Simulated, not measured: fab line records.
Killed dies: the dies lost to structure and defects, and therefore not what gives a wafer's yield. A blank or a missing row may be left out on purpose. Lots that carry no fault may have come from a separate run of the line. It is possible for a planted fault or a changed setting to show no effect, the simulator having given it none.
Which of the tools did it?	flow gf180mcu	at 1 step of a route of 602, 12 lots with 36 wafers sampled

## WHAT EACH GAUGE READ, for each wafer
GF_V2_THK_MEAS_03.
lot	measured	on	V2_CVD_02_THK (nm)
L075	day 19 20:27	film metro-01	842 847 852
L077	day 20 18:52	film metro-04	851 844 883
L079	day 21 16:11	film metro-04	834 838 847
L081	day 22 15:14	film metro-01	840 861 856
L083	day 23 07:01	film metro-01	827 845 837
L085	day 23 18:26	film metro-01	846 853 847
L087	day 24 06:36	film metro-04	843 842 842
L089	day 25 01:43	film metro-04	842 846 855
L091	day 25 13:44	film metro-01	825 841 836
L093	day 26 01:45	film metro-03	841 845 857
L095	day 26 20:17	film metro-04	854 834 859
L097	day 27 06:49	film metro-04	832 845 863

## WHICH TOOL RAN EACH LOT (tool, then ch and the chambers of the sampled wafers, then the start)
Before these readings, the record contains no process step.

## THE ANSWER, worked out from the rows above alone
Rule: the usual values come from the lots themselves. The widest of any qualifying gaps counts: lots, ordered by their means at a reading, are off when they make up no more than a third of the lots, leave a main group of 4 or more, and stand apart from it by 3 or more times the standard deviation of that group's means. A main group is skipped when, at the precision printed for the reading in the tables above, its means are all equal. Also off: a lot with no number at a reading for which 4 or more lots have one. The other lots that the step has rows for count as sound.
Across all readings shown, no lot is off: no conclusion can be drawn from this.

## WHAT HAD BEEN PUT IN BY THE SIMULATOR
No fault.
